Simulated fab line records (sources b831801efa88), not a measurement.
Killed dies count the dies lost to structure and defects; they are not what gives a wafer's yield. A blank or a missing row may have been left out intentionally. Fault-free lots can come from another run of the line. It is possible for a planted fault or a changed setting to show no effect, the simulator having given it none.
Which tool is to blame?    flow gf180mcu    6 lots, 18 wafers sampled, at 4 steps of a route of 602

WHAT THE GAUGES READ, wafer by wafer
GF_V4_THK_MEAS_01.
lot   measured      on            V4_CVD_00_THK (nm)
L217  day 24 10:44  filmMetro-03  590 599 588
L219  day 25 01:44  filmMetro-04  611 600 595
L222  day 25 21:22  filmMetro-03  606 604 612
L225  day 26 21:19  filmMetro-01  594 610 607
L229  day 28 05:36  filmMetro-03  595 602 599
L233  day 29 04:19  filmMetro-04  606 600 300

EACH LOT AND THE TOOL THAT RAN IT (in order: tool; ch and the chambers of the sampled wafers; start)
lot   GF_M4_SPUTTER_02             GF_M4_STRIP_17                       GF_V4_CVD_00
L217  pvdSputter-04, day 23 11:45  plasmaAsher-03 ch 1, day 24 10:08    hdpcvd-01 ch 0,1, day 24 10:40
L219  pvdSputter-01, day 24 03:13  plasmaAsher-02 ch 0,1, day 25 01:07  hdpcvd-01 ch 1,2, day 25 01:39
L222  pvdSputter-01, day 24 22:38  plasmaAsher-01 ch 0,1, day 25 20:43  hdpcvd-02 ch 0,2, day 25 21:16
L225  pvdSputter-01, day 25 23:28  plasmaAsher-02 ch 0,1, day 26 20:43  hdpcvd-01 ch 0,1, day 26 21:15
L229  pvdSputter-04, day 27 08:43  plasmaAsher-01 ch 0,1, day 28 05:01  hdpcvd-02 ch 1,2, day 28 05:31
L233  pvdSputter-04, day 28 08:13  plasmaAsher-03 ch 0,1, day 29 03:22  hdpcvd-02 ch 0,1,2, day 29 04:15
- GF_M4_SPUTTER_02: material AlCu, target thk 450 nm, time 23.9 s.
- GF_M4_STRIP_17: strips in O2/N2.
- GF_V4_CVD_00: deposits SiO2, target thk 600 nm, time 100 s.

THE ANSWER, worked out from the rows above alone
Rule: the lots themselves supply what counts as usual. The widest of any qualifying gaps counts: lots, ordered by their means at a reading, are off when they make up no more than a third of the lots, leave a main group of 4 or more, and stand apart from it by 3 or more times the standard deviation of that group's means. Not used: any main group whose means are identical at the precision the tables above print for the reading. A lot without any number at a reading at which 4 lots or more have one is off too. All remaining lots with rows at the step are treated as sound.
Off: L233, seen at GF_V4_THK_MEAS_01 (V4_CVD_00_THK). The main group: mean 601 nm, standard deviation 5.1.
If a tool, at a process step before that reading, ran all the lots that are off and no sound lot after the first of them, it fits. The gauges at GF_V4_THK_MEAS_01 are tried like those tools. Can't be told from this: 4 tools fit, pvdSputter-04 at GF_M4_SPUTTER_02, plasmaAsher-03 at GF_M4_STRIP_17, hdpcvd-02 at GF_V4_CVD_00, filmMetro-04 at GF_V4_THK_MEAS_01.

WHAT THE SIMULATOR PUT IN
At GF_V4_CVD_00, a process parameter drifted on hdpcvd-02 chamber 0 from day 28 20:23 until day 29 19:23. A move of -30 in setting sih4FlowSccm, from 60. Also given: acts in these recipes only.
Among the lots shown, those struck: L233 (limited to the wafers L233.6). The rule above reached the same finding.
